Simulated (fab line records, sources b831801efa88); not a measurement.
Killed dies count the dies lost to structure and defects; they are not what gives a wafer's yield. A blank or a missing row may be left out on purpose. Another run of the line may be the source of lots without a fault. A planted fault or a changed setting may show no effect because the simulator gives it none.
fab line records -- flow sky130
record lots=5, wafers=15, lastDay=49
route steps=708 shown PASSIVATION@682 PAD_OPEN@694
lots with no fault: from the same line, run without faults
startH: hours from the record's opening day to when the first of the lot's shown wafers began -- waitH: hours elapsed since this lot's preceding step -- " the same as in the row above -- L1.1+2: one row covering several wafers at once -- - no value, or no start was given -- * or withheld: withheld -- < > ~ a bound
route shown NAME@n: names a module that has steps shown in the file, with the first one's number in the route -- usual: mean/standard deviation of fault-free wafers -- same: alike in all rows -- chamber/n: place in a boat -- sites: each site's reading -- _std_site: how widely they spread, as a standard deviation -- _edge_site: mean of outer sites minus mean of inner sites -- radiusMm: for every site, how far away it sits from the centre of the wafer -- mask NAME#n: copy n -- behind: the last tool/chamber to shape the wafer -- hold: why the lot went on hold/how many hours it stayed there/how the hold came to an end -- device: transistor that didn't switch, given as n, p or np -- end of line: the tests these same wafers got at the end of their route -- a step given without rows: its recipe and nothing more -- killed: dies that structure and defects cost at the first sort, which is not the same as the wafer's yield -- map: the dies of a wafer, with x for killed, . for not killed, _ for no die there
set.NAME: the run value of the setting; set.NAME@STEP: its run value at that earlier step -- model.NAME: the simulator's own value behind a step, which no gauge read
certain route steps with their lots: each step a table, each wafer a row
services: from which hour (startH, from the record's first day; less than 0 if before it) a tool's chamber was out of use, for how many hours, and why
## steps
# step SKY_PASSIVATION_THK_MEAS_01
# recipe reads=SiO2_of_PASSIVATION_CVD_00
# usual PASSIVATION_CVD_00_THK=90.3/1.2
lot.wafer,tool,chamber,startH,waitH,PASSIVATION_CVD_00_THK[nm]
L074.2,filmMetro-01,-,1036.38,-,91.6
L074.4,filmMetro-01,-,1036.38,-,91.1
L074.5,filmMetro-01,-,1036.38,-,92.4
L076.2,filmMetro-04,-,1051.98,-,88.2
L076.3,filmMetro-04,-,1051.98,-,89.8
L076.5,filmMetro-04,-,1051.98,-,92.1
L084.2,filmMetro-01,-,1097.34,-,90.3
L084.3,filmMetro-01,-,1097.34,-,89.0
L084.4,filmMetro-01,-,1097.34,-,91.4
L086.1,filmMetro-04,-,1117.71,-,90.2
L086.5,filmMetro-04,-,1117.71,-,91.2
L086.6,filmMetro-04,-,1117.71,-,91.6
L091.1,filmMetro-02,-,1138.56,-,90.6
L091.3,filmMetro-02,-,1138.56,-,89.5
L091.4,filmMetro-02,-,1138.56,-,91.0
# step SKY_PASSIVATION_CVD_02
# recipe material=Si3N4, targetThkNm=540, tempC=400, timeS=withheld, rfW=450
# usual heaterPowerW=674/89
lot.wafer,tool,chamber,startH,waitH,heaterPowerW
L074.2,pecvd-03,2,1036.43,0.0,806
L074.4,pecvd-03,1,1036.43,0.0,742
L074.5,pecvd-03,2,1036.43,0.0,652
L076.2,pecvd-02,1,1052.03,0.0,742
L076.3,pecvd-02,2,1052.03,0.0,708
L076.5,pecvd-02,0,1052.03,0.0,499
L084.2,pecvd-03,1,1097.39,0.0,658
L084.3,pecvd-03,2,1097.39,0.0,668
L084.4,pecvd-03,2,1097.39,0.0,704
L086.1,pecvd-02,0,1117.77,0.1,556
L086.5,pecvd-02,2,1117.77,0.1,756
L086.6,pecvd-02,1,1117.77,0.1,688
L091.1,pecvd-01,0,1138.62,0.1,710
L091.3,pecvd-01,2,1138.62,0.1,734
L091.4,pecvd-01,0,1138.62,0.1,749
# step SKY_PASSIVATION_THK_MEAS_03
# recipe reads=Si3N4_of_PASSIVATION_CVD_02
# usual PASSIVATION_CVD_02_THK=542/8.5
lot.wafer,tool,chamber,startH,waitH,PASSIVATION_CVD_02_THK[nm]
L074.2,filmMetro-02,-,1036.67,-,547
L074.4,filmMetro-02,-,1036.67,-,566
L074.5,filmMetro-02,-,1036.67,-,556
L076.2,filmMetro-02,-,1052.27,-,524
L076.3,filmMetro-02,-,1052.27,-,543
L076.5,filmMetro-02,-,1052.27,-,536
L084.2,filmMetro-04,-,1097.63,-,550
L084.3,filmMetro-04,-,1097.63,-,542
L084.4,filmMetro-04,-,1097.63,-,549
L086.1,filmMetro-02,-,1117.99,-,541
L086.5,filmMetro-02,-,1117.99,-,552
L086.6,filmMetro-02,-,1117.99,-,532
L091.1,filmMetro-04,-,1138.84,-,535
L091.3,filmMetro-04,-,1138.84,-,543
L091.4,filmMetro-04,-,1138.84,-,543
# step SKY_PASSIVATION_DEHYDRATE_04
# recipe tempC=200, timeS=60
# usual exhaustPa=45.3/0.92, plateTempC=199.99/0.16
lot.wafer,tool,chamber,startH,waitH,exhaustPa,plateTempC
L074.2,lithoTrack-02,0,1047.54,10.9,45.2,199.96
L074.4,lithoTrack-02,0,1047.54,10.9,44.5,200.12
L074.5,lithoTrack-02,0,1047.54,10.9,44.7,199.89
L076.2,lithoTrack-02,0,1063.04,10.8,45.4,200.22
L076.3,lithoTrack-02,0,1063.04,10.8,45.3,200.31
L076.5,lithoTrack-02,0,1063.04,10.8,44.2,200.00
L084.2,lithoTrack-02,0,1107.39,9.8,45.8,199.94
L084.3,lithoTrack-02,0,1107.39,9.8,46.9,200.09
L084.4,lithoTrack-02,0,1107.39,9.8,46.3,200.09
L086.1,lithoTrack-02,0,1126.82,8.8,46.1,200.14
L086.5,lithoTrack-02,0,1126.82,8.8,45.7,200.06
L086.6,lithoTrack-02,0,1126.82,8.8,46.8,200.14
L091.1,lithoTrack-01,0,1147.35,8.5,46.4,199.82
L091.3,lithoTrack-01,0,1147.35,8.5,44.7,199.91
L091.4,lithoTrack-01,0,1147.35,8.5,45.1,199.92
# step SKY_PASSIVATION_HMDS_05
# recipe primeTimeS=60, primeTempC=120
# usual exhaustPa=45.1/0.89
lot.wafer,tool,chamber,startH,waitH,exhaustPa
L074.2,lithoTrack-02,0,1047.69,0.1,45.7
L074.4,lithoTrack-02,0,1047.69,0.1,43.9
L074.5,lithoTrack-02,0,1047.69,0.1,45.2
L076.2,lithoTrack-02,0,1063.19,0.1,44.6
L076.3,lithoTrack-02,0,1063.19,0.1,44.4
L076.5,lithoTrack-02,0,1063.19,0.1,44.1
L084.2,lithoTrack-02,0,1107.54,0.1,46.9
L084.3,lithoTrack-02,0,1107.54,0.1,45.8
L084.4,lithoTrack-02,0,1107.54,0.1,46.0
L086.1,lithoTrack-02,0,1126.97,0.1,46.0
L086.5,lithoTrack-02,0,1126.97,0.1,44.7
L086.6,lithoTrack-02,0,1126.97,0.1,45.6
L091.1,lithoTrack-01,0,1147.50,0.1,43.8
L091.3,lithoTrack-01,0,1147.50,0.1,44.7
L091.4,lithoTrack-01,0,1147.50,0.1,45.9
# step SKY_PASSIVATION_COAT_06
# recipe spinRpm=2000, resistThkNm=3000
# usual exhaustPa=44.9/0.95
lot.wafer,tool,chamber,startH,waitH,exhaustPa
L074.2,lithoTrack-02,0,1047.84,0.1,44.6
L074.4,lithoTrack-02,0,1047.84,0.1,44.8
L074.5,lithoTrack-02,0,1047.84,0.1,44.5
L076.2,lithoTrack-02,0,1063.34,0.1,44.4
L076.3,lithoTrack-02,0,1063.34,0.1,44.8
L076.5,lithoTrack-02,0,1063.34,0.1,44.9
L084.2,lithoTrack-02,0,1107.69,0.1,44.2
L084.3,lithoTrack-02,0,1107.69,0.1,45.1
L084.4,lithoTrack-02,0,1107.69,0.1,44.1
L086.1,lithoTrack-02,0,1127.12,0.1,43.7
L086.5,lithoTrack-02,0,1127.12,0.1,44.4
L086.6,lithoTrack-02,0,1127.12,0.1,43.4
L091.1,lithoTrack-01,0,1147.65,0.1,46.4
L091.3,lithoTrack-01,0,1147.65,0.1,46.9
L091.4,lithoTrack-01,0,1147.65,0.1,44.8
# step SKY_PASSIVATION_SOFTBAKE_07
# recipe tempC=110, timeS=withheld
# usual exhaustPa=45.1/0.96, plateTempC=110.01/0.14
lot.wafer,tool,chamber,startH,waitH,exhaustPa,plateTempC
L074.2,lithoTrack-02,0,1048.00,0.1,44.3,110.04
L074.4,lithoTrack-02,0,1048.00,0.1,44.7,110.00
L074.5,lithoTrack-02,0,1048.00,0.1,44.6,110.05
L076.2,lithoTrack-02,0,1063.50,0.1,45.4,110.09
L076.3,lithoTrack-02,0,1063.50,0.1,45.1,110.29
L076.5,lithoTrack-02,0,1063.50,0.1,47.4,109.97
L084.2,lithoTrack-02,0,1107.85,0.1,45.0,110.07
L084.3,lithoTrack-02,0,1107.85,0.1,45.6,110.04
L084.4,lithoTrack-02,0,1107.85,0.1,44.7,110.04
L086.1,lithoTrack-02,0,1127.27,0.1,44.7,110.01
L086.5,lithoTrack-02,0,1127.27,0.1,44.8,109.94
L086.6,lithoTrack-02,0,1127.27,0.1,43.3,110.06
L091.1,lithoTrack-01,0,1147.80,0.1,45.1,110.10
L091.3,lithoTrack-01,0,1147.80,0.1,44.7,110.07
L091.4,lithoTrack-01,0,1147.80,0.1,45.9,110.21
# step SKY_PASSIVATION_EXPOSE_08
# recipe maskId=NSM, targetCdNm=3000, na=0.57, doseMj=253.8
# same na=0.57
lot.wafer,tool,chamber,startH,waitH,mask
L074.2+4+5,ilineStepper-01,0,-,-,NSM#0
L076.2+3+5,ilineStepper-01,0,-,-,NSM#0
L084.2+3+4,ilineStepper-01,0,-,-,NSM#0
L086.1+5+6,ilineStepper-01,0,-,-,NSM#0
L091.1+3+4,ilineStepper-01,0,-,-,NSM#0
# step SKY_PASSIVATION_PEB_09
# recipe tempC=115, timeS=withheld
# usual exhaustPa=45.0/0.87, plateTempC=115.03/0.15
lot.wafer,tool,chamber,startH,waitH,exhaustPa,plateTempC
L074.2,lithoTrack-01,0,-,-,45.3,115.18
L074.4,lithoTrack-01,0,-,-,45.7,115.08
L074.5,lithoTrack-01,0,-,-,45.1,115.13
L076.2,lithoTrack-04,0,-,-,45.6,115.20
L076.3,lithoTrack-04,0,-,-,44.4,115.40
L076.5,lithoTrack-04,0,-,-,46.2,115.29
L084.2,lithoTrack-04,0,-,-,44.1,114.89
L084.3,lithoTrack-04,0,-,-,44.5,114.97
L084.4,lithoTrack-04,0,-,-,44.6,114.91
L086.1,lithoTrack-02,0,-,-,44.5,114.91
L086.5,lithoTrack-02,0,-,-,46.4,115.06
L086.6,lithoTrack-02,0,-,-,46.2,114.96
L091.1,lithoTrack-04,0,-,-,44.9,115.18
L091.3,lithoTrack-04,0,-,-,44.9,115.07
L091.4,lithoTrack-04,0,-,-,45.2,115.31
# step SKY_PASSIVATION_DEVELOP_10
# recipe developTimeS=60, devTempC=23
# usual exhaustPa=44.8/0.88
# same developTimeS=60
lot.wafer,tool,chamber,startH,waitH,exhaustPa
L074.2,lithoTrack-01,0,-,-,44.0
L074.4,lithoTrack-01,0,-,-,44.7
L074.5,lithoTrack-01,0,-,-,44.8
L076.2,lithoTrack-04,0,-,-,45.8
L076.3,lithoTrack-04,0,-,-,44.5
L076.5,lithoTrack-04,0,-,-,44.8
L084.2,lithoTrack-04,0,-,-,44.3
L084.3,lithoTrack-04,0,-,-,46.3
L084.4,lithoTrack-04,0,-,-,44.0
L086.1,lithoTrack-02,0,-,-,44.6
L086.5,lithoTrack-02,0,-,-,45.7
L086.6,lithoTrack-02,0,-,-,45.2
L091.1,lithoTrack-04,0,-,-,45.1
L091.3,lithoTrack-04,0,-,-,45.2
L091.4,lithoTrack-04,0,-,-,46.4
# step SKY_PASSIVATION_ETCH_11
# recipe chemistry=CF4/O2, targetDepthNm=725, stopOn=AlCu, sourceW=800, biasW=150, pressureMtorr=150, cf4FlowSccm=80, O2_flow_sccm=10, timeS=163.7
# usual drypumpMotorCurrentA=5.7/0.39, oesProductAu=0.981/0.0078, throttleValvePct=5.966/0.0096
lot.wafer,tool,chamber,startH,waitH,drypumpMotorCurrentA,oesProductAu,rfHoursCounterH,throttleValvePct
L074.2,rieDiel-03,0,1058.60,-,6.0,0.984,8,5.968
L074.4,rieDiel-03,3,1058.60,-,6.2,0.996,6,5.976
L074.5,rieDiel-03,2,1058.60,-,5.2,0.991,-,5.981
L076.2,rieDiel-04,2,1073.69,-,5.1,0.960,14,5.953
L076.3,rieDiel-04,3,1073.69,-,6.1,0.983,25,5.948
L076.5,rieDiel-04,0,1073.69,-,6.1,0.985,-,5.969
L084.2,rieDiel-04,1,1118.14,-,5.9,0.984,12,5.973
L084.3,rieDiel-04,3,1118.14,-,6.1,0.980,27,5.970
L084.4,rieDiel-04,2,1118.14,-,5.1,0.983,16,5.973
L086.1,rieDiel-03,0,1137.37,-,6.0,0.981,11,5.957
L086.5,rieDiel-03,0,1137.37,-,6.0,0.989,-,5.961
L086.6,rieDiel-03,3,1137.37,-,6.2,0.976,-,5.976
L091.1,rieDiel-03,3,1156.89,-,6.2,0.976,10,5.952
L091.3,rieDiel-03,2,1156.89,-,5.2,0.978,20,5.957
L091.4,rieDiel-03,0,1156.89,-,6.0,0.987,12,5.956
# step SKY_PASSIVATION_STRIP_12
# recipe chemistry=O2/N2, powerW=1400, pressureMtorr=1500, platenTempC=withheld, overashFraction=0.7, o2FlowSccm=3000, n2FlowSccm=300
# usual drypumpMotorCurrentA=6.2/0.38, oesProductAu=0.661/0.0045, stripTimeToEndpointS=31.41/0.16
lot.wafer,tool,chamber,startH,waitH,drypumpMotorCurrentA,oesProductAu,rfHoursCounterH,stripTimeToEndpointS
L074.2,plasmaAsher-01,0,1058.71,0.1,6.7,0.658,61,31.40
L074.4,plasmaAsher-01,1,1058.71,0.1,6.5,0.661,-,31.42
L074.5,plasmaAsher-01,1,1058.71,0.1,6.4,0.661,-,31.08
L076.2,plasmaAsher-04,0,1073.79,0.1,6.4,0.663,1,31.44
L076.3,plasmaAsher-04,1,1073.79,0.1,5.8,0.661,-,31.33
L076.5,plasmaAsher-04,1,1073.79,0.1,5.8,0.658,-,31.38
L084.2,plasmaAsher-01,1,1118.24,0.1,6.4,0.661,67,31.51
L084.3,plasmaAsher-01,0,1118.24,0.1,6.7,0.657,-,31.46
L084.4,plasmaAsher-01,1,1118.24,0.1,6.4,0.662,-,31.42
L086.1,plasmaAsher-03,1,1137.48,0.1,6.4,0.657,41,31.22
L086.5,plasmaAsher-03,0,1137.48,0.1,5.7,0.665,-,31.20
L086.6,plasmaAsher-03,1,1137.48,0.1,6.4,0.667,-,31.36
L091.1,plasmaAsher-03,1,1156.99,0.1,6.4,0.658,43,31.52
L091.3,plasmaAsher-03,0,1156.99,0.1,5.6,0.656,-,31.37
L091.4,plasmaAsher-03,1,1156.99,0.1,6.4,0.669,-,31.29
# step SKY_PAD_OPEN_DEHYDRATE_00
# recipe tempC=200, timeS=60
# usual exhaustPa=45.0/0.96, plateTempC=199.98/0.16
lot.wafer,tool,chamber,startH,waitH,exhaustPa,plateTempC
L074.2,lithoTrack-03,0,1069.44,10.7,44.7,200.00
L074.4,lithoTrack-03,0,1069.44,10.7,45.5,199.75
L074.5,lithoTrack-03,0,1069.44,10.7,44.4,199.83
L076.2,lithoTrack-02,0,1083.64,9.8,45.2,199.92
L076.3,lithoTrack-02,0,1083.64,9.8,45.4,200.19
L076.5,lithoTrack-02,0,1083.64,9.8,45.5,200.31
L084.2,lithoTrack-01,0,1127.83,9.6,45.3,199.88
L084.3,lithoTrack-01,0,1127.83,9.6,43.3,199.93
L084.4,lithoTrack-01,0,1127.83,9.6,44.0,199.96
L086.1,lithoTrack-02,0,1146.12,8.6,45.2,200.14
L086.5,lithoTrack-02,0,1146.12,8.6,44.5,199.95
L086.6,lithoTrack-02,0,1146.12,8.6,47.0,200.04
L091.1,lithoTrack-03,0,1164.51,7.5,45.0,199.95
L091.3,lithoTrack-03,0,1164.51,7.5,44.3,200.25
L091.4,lithoTrack-03,0,1164.51,7.5,44.9,199.95
# step SKY_PAD_OPEN_HMDS_01
# recipe primeTimeS=60, primeTempC=120
# usual exhaustPa=45.1/0.84
lot.wafer,tool,chamber,startH,waitH,exhaustPa
L074.2,lithoTrack-03,0,1069.59,0.1,45.3
L074.4,lithoTrack-03,0,1069.59,0.1,45.0
L074.5,lithoTrack-03,0,1069.59,0.1,45.8
L076.2,lithoTrack-02,0,1083.79,0.1,44.1
L076.3,lithoTrack-02,0,1083.79,0.1,45.2
L076.5,lithoTrack-02,0,1083.79,0.1,44.4
L084.2,lithoTrack-01,0,1127.98,0.1,46.5
L084.3,lithoTrack-01,0,1127.98,0.1,44.8
L084.4,lithoTrack-01,0,1127.98,0.1,46.6
L086.1,lithoTrack-02,0,1146.27,0.1,46.2
L086.5,lithoTrack-02,0,1146.27,0.1,45.2
L086.6,lithoTrack-02,0,1146.27,0.1,45.5
L091.1,lithoTrack-03,0,1164.66,0.1,44.5
L091.3,lithoTrack-03,0,1164.66,0.1,44.6
L091.4,lithoTrack-03,0,1164.66,0.1,44.5
# step SKY_PAD_OPEN_COAT_02
# recipe spinRpm=2000, resistThkNm=3000
# usual exhaustPa=45.0/0.89
lot.wafer,tool,chamber,startH,waitH,exhaustPa
L074.2,lithoTrack-03,0,1069.74,0.1,45.8
L074.4,lithoTrack-03,0,1069.74,0.1,45.0
L074.5,lithoTrack-03,0,1069.74,0.1,42.8
L076.2,lithoTrack-02,0,1083.94,0.1,45.6
L076.3,lithoTrack-02,0,1083.94,0.1,46.0
L076.5,lithoTrack-02,0,1083.94,0.1,44.4
L084.2,lithoTrack-01,0,1128.13,0.1,44.9
L084.3,lithoTrack-01,0,1128.13,0.1,43.7
L084.4,lithoTrack-01,0,1128.13,0.1,45.3
L086.1,lithoTrack-02,0,1146.42,0.1,46.6
L086.5,lithoTrack-02,0,1146.42,0.1,46.3
L086.6,lithoTrack-02,0,1146.42,0.1,46.3
L091.1,lithoTrack-03,0,1164.81,0.1,44.5
L091.3,lithoTrack-03,0,1164.81,0.1,43.2
L091.4,lithoTrack-03,0,1164.81,0.1,44.4
# step SKY_PAD_OPEN_SOFTBAKE_03
# recipe tempC=110, timeS=withheld
# usual exhaustPa=44.9/0.8, plateTempC=110.00/0.13
lot.wafer,tool,chamber,startH,waitH,exhaustPa,plateTempC
L074.2,lithoTrack-03,0,1069.89,0.1,44.5,110.15
L074.4,lithoTrack-03,0,1069.89,0.1,43.1,110.01
L074.5,lithoTrack-03,0,1069.89,0.1,45.1,110.04
L076.2,lithoTrack-02,0,1084.10,0.1,43.5,110.18
L076.3,lithoTrack-02,0,1084.10,0.1,45.1,110.24
L076.5,lithoTrack-02,0,1084.10,0.1,44.2,110.13
L084.2,lithoTrack-01,0,1128.29,0.1,45.1,110.15
L084.3,lithoTrack-01,0,1128.29,0.1,46.0,109.97
L084.4,lithoTrack-01,0,1128.29,0.1,45.8,109.66
L086.1,lithoTrack-02,0,1146.57,0.1,45.9,110.08
L086.5,lithoTrack-02,0,1146.57,0.1,45.5,110.05
L086.6,lithoTrack-02,0,1146.57,0.1,46.5,109.98
L091.1,lithoTrack-03,0,1164.96,0.1,43.9,109.91
L091.3,lithoTrack-03,0,1164.96,0.1,45.9,109.93
L091.4,lithoTrack-03,0,1164.96,0.1,45.6,109.91
# step SKY_PAD_OPEN_EXPOSE_04
# recipe maskId=PDM, targetCdNm=60000, na=0.57, doseMj=260
# same na=0.57
lot.wafer,tool,chamber,startH,waitH,mask
L074.2+4+5,ilineStepper-02,0,-,-,PDM#0
L076.2+3+5,ilineStepper-02,0,-,-,PDM#0
L084.2+3+4,ilineStepper-01,0,-,-,PDM#0
L086.1+5+6,ilineStepper-01,0,-,-,PDM#0
L091.1+3+4,ilineStepper-01,0,-,-,PDM#0
# step SKY_PAD_OPEN_PEB_05
# recipe tempC=115, timeS=withheld
# usual exhaustPa=44.8/0.8, plateTempC=115.03/0.13
lot.wafer,tool,chamber,startH,waitH,exhaustPa,plateTempC
L074.2,lithoTrack-03,0,-,-,45.2,115.05
L074.4,lithoTrack-03,0,-,-,43.9,114.97
L074.5,lithoTrack-03,0,-,-,44.4,115.06
L076.2,lithoTrack-03,0,-,-,43.8,114.97
L076.3,lithoTrack-03,0,-,-,44.4,115.01
L076.5,lithoTrack-03,0,-,-,44.1,114.86
L084.2,lithoTrack-02,0,-,-,44.4,114.94
L084.3,lithoTrack-02,0,-,-,44.6,115.02
L084.4,lithoTrack-02,0,-,-,44.0,114.88
L086.1,lithoTrack-02,0,-,-,45.3,114.82
L086.5,lithoTrack-02,0,-,-,45.4,114.99
L086.6,lithoTrack-02,0,-,-,43.4,115.07
L091.1,lithoTrack-02,0,-,-,45.1,115.17
L091.3,lithoTrack-02,0,-,-,44.8,114.97
L091.4,lithoTrack-02,0,-,-,44.8,115.11
# step SKY_PAD_OPEN_DEVELOP_06
# recipe developTimeS=60, devTempC=23
# usual exhaustPa=45.2/0.9
# same developTimeS=60
lot.wafer,tool,chamber,startH,waitH,exhaustPa
L074.2,lithoTrack-03,0,-,-,45.1
L074.4,lithoTrack-03,0,-,-,45.9
L074.5,lithoTrack-03,0,-,-,46.1
L076.2,lithoTrack-03,0,-,-,43.9
L076.3,lithoTrack-03,0,-,-,44.3
L076.5,lithoTrack-03,0,-,-,45.4
L084.2,lithoTrack-02,0,-,-,46.1
L084.3,lithoTrack-02,0,-,-,44.8
L084.4,lithoTrack-02,0,-,-,44.9
L086.1,lithoTrack-02,0,-,-,43.7
L086.5,lithoTrack-02,0,-,-,45.5
L086.6,lithoTrack-02,0,-,-,44.8
L091.1,lithoTrack-02,0,-,-,41.9
L091.3,lithoTrack-02,0,-,-,44.8
L091.4,lithoTrack-02,0,-,-,44.6
# step SKY_PAD_OPEN_ETCH_07
# recipe chemistry=CF4/O2, targetDepthNm=725, stopOn=AlCu, sourceW=800, biasW=150, pressureMtorr=150, cf4FlowSccm=80, O2_flow_sccm=10, timeS=161.1
# usual drypumpMotorCurrentA=5.7/0.36, oesProductAu=0.979/0.0083, throttleValvePct=5.965/0.0087
lot.wafer,tool,chamber,startH,waitH,drypumpMotorCurrentA,oesProductAu,rfHoursCounterH,throttleValvePct
L074.2,rieDiel-01,2,1080.16,-,5.8,0.980,31,5.969
L074.4,rieDiel-01,3,1080.16,-,6.1,0.996,18,5.956
L074.5,rieDiel-01,1,1080.16,-,5.6,0.990,-,5.980
L076.2,rieDiel-04,0,1095.11,-,6.1,0.967,4,5.963
L076.3,rieDiel-04,1,1095.11,-,5.8,0.982,11,5.973
L076.5,rieDiel-04,3,1095.11,-,6.1,0.983,-,5.967
L084.2,rieDiel-01,2,1138.37,-,5.8,0.991,1,5.958
L084.3,rieDiel-01,3,1138.37,-,6.1,0.979,21,5.960
L084.4,rieDiel-01,0,1138.37,-,5.4,0.980,15,5.956
L086.1,rieDiel-04,1,1156.37,-,5.8,0.987,14,5.976
L086.5,rieDiel-04,3,1156.37,-,6.1,0.987,-,5.968
L086.6,rieDiel-04,0,1156.37,-,6.1,0.969,-,5.952
L091.1,rieDiel-02,3,1172.97,-,5.8,0.968,9,5.967
L091.3,rieDiel-02,2,1172.97,-,5.8,0.975,12,5.961
L091.4,rieDiel-02,0,1172.97,-,5.7,0.992,14,5.972
# step SKY_PAD_OPEN_STRIP_08
# recipe chemistry=O2/N2, powerW=1400, pressureMtorr=1500, platenTempC=withheld, overashFraction=0.7, o2FlowSccm=3000, n2FlowSccm=300
# usual drypumpMotorCurrentA=6.1/0.45, oesProductAu=0.663/0.0044, stripTimeToEndpointS=37.01/0.1
lot.wafer,tool,chamber,startH,waitH,drypumpMotorCurrentA,oesProductAu,rfHoursCounterH,stripTimeToEndpointS
L074.2,plasmaAsher-01,1,1080.27,0.1,6.4,0.663,64,37.00
L074.4,plasmaAsher-01,0,1080.27,0.1,6.7,0.667,-,37.10
L074.5,plasmaAsher-01,1,1080.27,0.1,6.4,0.665,-,37.06
L076.2,plasmaAsher-03,1,1095.22,0.1,6.4,0.655,36,37.07
L076.3,plasmaAsher-03,0,1095.22,0.1,5.6,0.674,-,37.09
L076.5,plasmaAsher-03,0,1095.22,0.1,5.7,0.657,-,37.14
L084.2,plasmaAsher-02,0,1138.48,0.1,6.0,0.660,94,37.03
L084.3,plasmaAsher-02,1,1138.48,0.1,5.4,0.660,-,37.02
L084.4,plasmaAsher-02,0,1138.48,0.1,6.0,0.667,-,37.10
L086.1,plasmaAsher-02,0,1156.48,0.1,6.0,0.665,96,36.81
L086.5,plasmaAsher-02,1,1156.48,0.1,5.4,0.662,-,36.84
L086.6,plasmaAsher-02,0,1156.48,0.1,6.0,0.667,-,36.86
L091.1,plasmaAsher-03,0,1173.08,0.1,5.7,0.665,45,37.02
L091.3,plasmaAsher-03,0,1173.08,0.1,5.7,0.665,-,36.94
L091.4,plasmaAsher-03,1,1173.08,0.1,6.4,0.656,-,36.99
# step SKY_PAD_OPEN_STRIP_09
# recipe chemistry=postEtchResidueRemover, timeS=1200, tempC=72.5
lot.wafer,tool,chamber,startH,waitH
L074.2+4+5,wetBench-02,0,1080.37,0.1
L076.2+3+5,wetBench-01,2,1095.32,0.1
L084.2+3+4,wetBench-02,0,1138.58,0.1
L086.1+5+6,wetBench-01,1,1156.58,0.1
L091.1+3+4,wetBench-04,3,1173.18,0.1
# step SKY_PAD_OPEN_CLEAN_10
# recipe chemistry=IPA, timeS=180, tempC=25
lot.wafer,tool,chamber,startH,waitH
L074.2+4+5,wetBench-02,1,1080.71,0.0
L076.2+3+5,wetBench-02,1,1095.72,0.1
L084.2+3+4,wetBench-04,1,1138.92,0.0
L086.1+5+6,wetBench-02,1,1156.92,0.0
L091.1+3+4,wetBench-01,2,1173.52,0.0
# step SKY_PAD_OPEN_CLEAN_11
# recipe chemistry=O3/DIW, dry=n2Spin
lot.wafer,tool,chamber,startH,waitH
L074.2+4+5,wetBench-04,0,1080.77,0.0
L076.2+3+5,wetBench-02,1,1095.84,0.1
L084.2+3+4,wetBench-01,3,1138.98,0.0
L086.1+5+6,wetBench-01,2,1156.98,0.0
L091.1+3+4,wetBench-02,0,1173.58,0.0
# step SKY_PAD_OPEN_ANNEAL_12
# recipe tempC=400, timeS=withheld, ambient=N2/H2, idleTempC=300, rampUpCPerMin=8, rampDownCPerMin=4
# usual rampDownCPerMin=4.0000/0.00074
lot.wafer,tool,chamber,startH,waitH,rampDownCPerMin
L074.2,furnace-02,0,1080.86,0.0,4.0004
L074.4,furnace-02,0,1080.86,0.0,4.0000
L074.5,furnace-02,0,1080.86,0.0,4.0001
L076.2,furnace-02,0,1095.93,0.0,3.9998
L076.3,furnace-02,0,1095.93,0.0,3.9990
L076.5,furnace-02,0,1095.93,0.0,3.9996
L084.2,furnace-02,0,1139.07,0.0,4.0000
L084.3,furnace-02,0,1139.07,0.0,4.0004
L084.4,furnace-02,0,1139.07,0.0,4.0005
L086.1,furnace-02,0,1157.07,0.0,4.0010
L086.5,furnace-02,0,1157.07,0.0,4.0000
L086.6,furnace-02,0,1157.07,0.0,3.9996
L091.1,furnace-02,0,1173.67,0.0,4.0009
L091.3,furnace-02,0,1173.67,0.0,3.9999
L091.4,furnace-02,0,1173.67,0.0,3.9991
# step SKY_PAD_OPEN_BOW_MEAS_13
# recipe mode=bow
# usual PAD_OPEN_BOW=47/8
lot.wafer,tool,chamber,startH,waitH,PAD_OPEN_BOW[um]
L074.2,filmMetro-03,-,1082.38,-,66
L074.4,filmMetro-03,-,1082.38,-,52
L074.5,filmMetro-03,-,1082.38,-,50
L076.2,filmMetro-02,-,1097.45,-,18
L076.3,filmMetro-02,-,1097.45,-,42
L076.5,filmMetro-02,-,1097.45,-,25
L084.2,filmMetro-02,-,1140.59,-,50
L084.3,filmMetro-02,-,1140.59,-,43
L084.4,filmMetro-02,-,1140.59,-,48
L086.1,filmMetro-03,-,1158.57,-,47
L086.5,filmMetro-03,-,1158.57,-,38
L086.6,filmMetro-03,-,1158.57,-,38
L091.1,filmMetro-03,-,1175.17,-,41
L091.3,filmMetro-03,-,1175.17,-,39
L091.4,filmMetro-03,-,1175.17,-,49
## services
tool,chamber,startH,hours,kind
rieDiel-03,2,1017.88,34.3,repair
ilineStepper-02,-,1018.01,2.1,pm
plasmaAsher-03,-,1022.98,1.3,repair
rieDiel-02,2,1035.85,15.6,repair
wetBench-04,-,1039.95,2.7,repair
ilineStepper-02,-,1040.44,1.7,pm
ilineStepper-02,-,1042.40,6.3,repair
pecvd-01,0,1042.59,2.9,repair
plasmaAsher-02,-,1045.26,0.8,repair
plasmaAsher-02,-,1053.79,2.8,pm
plasmaAsher-04,-,1055.25,9.0,pm
plasmaAsher-04,-,1057.18,1.9,repair
ilineStepper-01,-,1059.21,1.7,pm
rieDiel-04,-,1076.46,2.2,repair
rieDiel-02,-,1076.74,28.1,pm
pecvd-02,-,1089.19,0.8,repair
plasmaAsher-01,-,1107.79,3.3,repair
furnace-02,-,1108.24,3.0,pm
plasmaAsher-04,-,1109.74,1.6,repair
ilineStepper-01,0,1111.77,-,calibration
rieDiel-02,3,1124.01,5.4,repair
furnace-02,-,1130.17,4.5,pm
rieDiel-02,3,1161.82,8.8,repair
wetBench-04,-,1169.56,2.5,repair
## key
fault none
